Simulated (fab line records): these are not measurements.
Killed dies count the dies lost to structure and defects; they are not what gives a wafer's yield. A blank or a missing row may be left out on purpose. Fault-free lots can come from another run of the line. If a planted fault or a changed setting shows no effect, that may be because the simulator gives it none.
The tool behind it: which one? -- flow sky130 -- 36 wafers from 12 lots sampled at 3 of the route's 708 steps

== WHAT THE GAUGES READ, wafer by wafer ==
SKY_CAP2M_THK_MEAS_04: measures by xrf. Usual: CAP2M_TIN_THK typically reads 201.5 nm, with standard deviation 2.4.
lot,measured,on,CAP2M_TIN_THK (nm),flag
L774,day 41 00:47,film metro-02,204.5 202.3 202.5,
L773,day 41 02:13,film metro-01,198.3 200.3 198.4,
L775,day 41 05:48,film metro-01,201.7 202.4 201.1,
L779,day 42 09:01,film metro-01,201.5 204.0 201.7,
L780,day 42 11:54,film metro-02,201.0 200.9 201.2,
L782,day 42 19:59,film metro-03,201.5 201.9 200.4,
L783,day 43 05:55,film metro-02,202.2 200.8 199.4,
L786,day 43 16:29,film metro-01,205.2 199.0 200.3,
L787,day 44 03:57,film metro-02,204.0 203.6 203.2,
L793,day 45 16:49,film metro-01,200.2 201.3 199.7,
L794,day 46 00:13,film metro-03,207.6 206.0 207.2,
L796,day 46 03:24,film metro-02,203.5 204.4 203.5,

== TOOL THAT RAN EACH LOT (tool first, then ch and the chambers of the sampled wafers, then the start) ==
lot,SKY_LOCAL_INTERCONNECT_ETCH_13,SKY_CAP2M_SPUTTER_02
L774,"rie metal-04 ch 0,1, day 31 18:31","pvd sputter-01, day 41 00:34"
L773,"rie metal-03 ch 0,1, day 31 20:43","pvd sputter-01, day 41 01:59"
L775,"rie metal-04 ch 0, day 31 21:04","pvd sputter-02, day 41 05:34"
L779,"rie metal-04 ch 0, day 33 03:31","pvd sputter-01, day 42 08:46"
L780,"rie metal-04 ch 0,1, day 33 06:21","pvd sputter-01, day 42 11:40"
L782,"rie metal-04 ch 0,1, day 33 17:26","pvd sputter-02, day 42 19:45"
L783,"rie metal-01 ch 0,1, day 34 05:25","pvd sputter-01, day 43 05:41"
L786,"rie metal-01 ch 0,1, day 34 19:07","pvd sputter-01, day 43 16:15"
L787,"rie metal-04 ch 1, day 35 06:46","pvd sputter-04, day 44 03:43"
L793,"rie metal-04 ch 0,1, day 37 04:48","pvd sputter-02, day 45 16:35"
L794,"rie metal-04 ch 0,1, day 37 14:36","pvd sputter-04, day 45 23:58"
L796,"rie metal-03 ch 0,1, day 37 16:58","pvd sputter-04, day 46 03:10"
- SKY_LOCAL_INTERCONNECT_ETCH_13: etches BARC in N2/H2, stops on SiO2, time 45.9 s, target depth 60 nm.
- SKY_CAP2M_SPUTTER_02: material TiN, target thk 200 nm, time 166.7 s.

== WHAT THE TOOLS THEMSELVES READ (means of the sampled wafers that have a number; where no wafer has one, the mark that the record gives instead) ==
SKY_LOCAL_INTERCONNECT_ETCH_13. Usual: drypump motor current A 5.70 A, standard deviation 0.17; oes product au 0.855 a.u., standard deviation 0.0045; throttle valve pct 13.225 %, standard deviation 0.0096.
lot,tool,drypump motor current A (A),oes product au (a.u.),throttle valve pct (%),flag
L774,rie metal-04,5.70,0.855,13.223,
L773,rie metal-03,5.56,0.850,13.222,
L775,rie metal-04,5.70,0.855,13.227,
L779,rie metal-04,5.69,0.853,13.237,
L780,rie metal-04,5.71,0.857,13.232,
L782,rie metal-04,5.70,0.855,13.226,
L783,rie metal-01,5.86,0.856,13.222,
L786,rie metal-01,5.66,0.854,13.221,
L787,rie metal-04,5.73,0.855,13.228,
L793,rie metal-04,5.70,0.853,13.231,
L794,rie metal-04,5.71,0.856,13.229,
L796,rie metal-03,5.55,0.855,13.235,

SKY_CAP2M_SPUTTER_02. Usual: substrate temp c 300.01 C, standard deviation 0.22; throttle valve pct 30.0 %, standard deviation 0.9.
lot,tool,substrate temp c (C),throttle valve pct (%),flag
L774,pvd sputter-01,300.09,30.4,
L773,pvd sputter-01,300.27,29.6,
L775,pvd sputter-02,300.06,29.6,
L779,pvd sputter-01,299.98,30.2,
L780,pvd sputter-01,299.96,29.4,
L782,pvd sputter-02,299.97,30.7,
L783,pvd sputter-01,300.06,29.6,
L786,pvd sputter-01,300.05,30.0,
L787,pvd sputter-04,300.11,29.9,
L793,pvd sputter-02,300.28,30.3,
L794,pvd sputter-04,299.90,30.1,
L796,pvd sputter-04,300.01,29.8,

== THE ANSWER, worked out from the rows above alone ==
Rule: lot off if the mean of its wafers having a number is beyond 3 standard deviations from the usual mean. A lot without any number at a reading at which 4 lots or more have one is off too. All remaining lots with rows at the step are treated as sound. First the gauges in route order, then the tools' own readings, where a lot's mean is used as printed above. The first step at which some lot is off is used, and at that step the reading that is off furthest; a lot without a number counts as furthest.
None of the lots is off at any reading shown; this tells nothing.

== WHAT WAS PUT IN BY THE SIMULATOR ==
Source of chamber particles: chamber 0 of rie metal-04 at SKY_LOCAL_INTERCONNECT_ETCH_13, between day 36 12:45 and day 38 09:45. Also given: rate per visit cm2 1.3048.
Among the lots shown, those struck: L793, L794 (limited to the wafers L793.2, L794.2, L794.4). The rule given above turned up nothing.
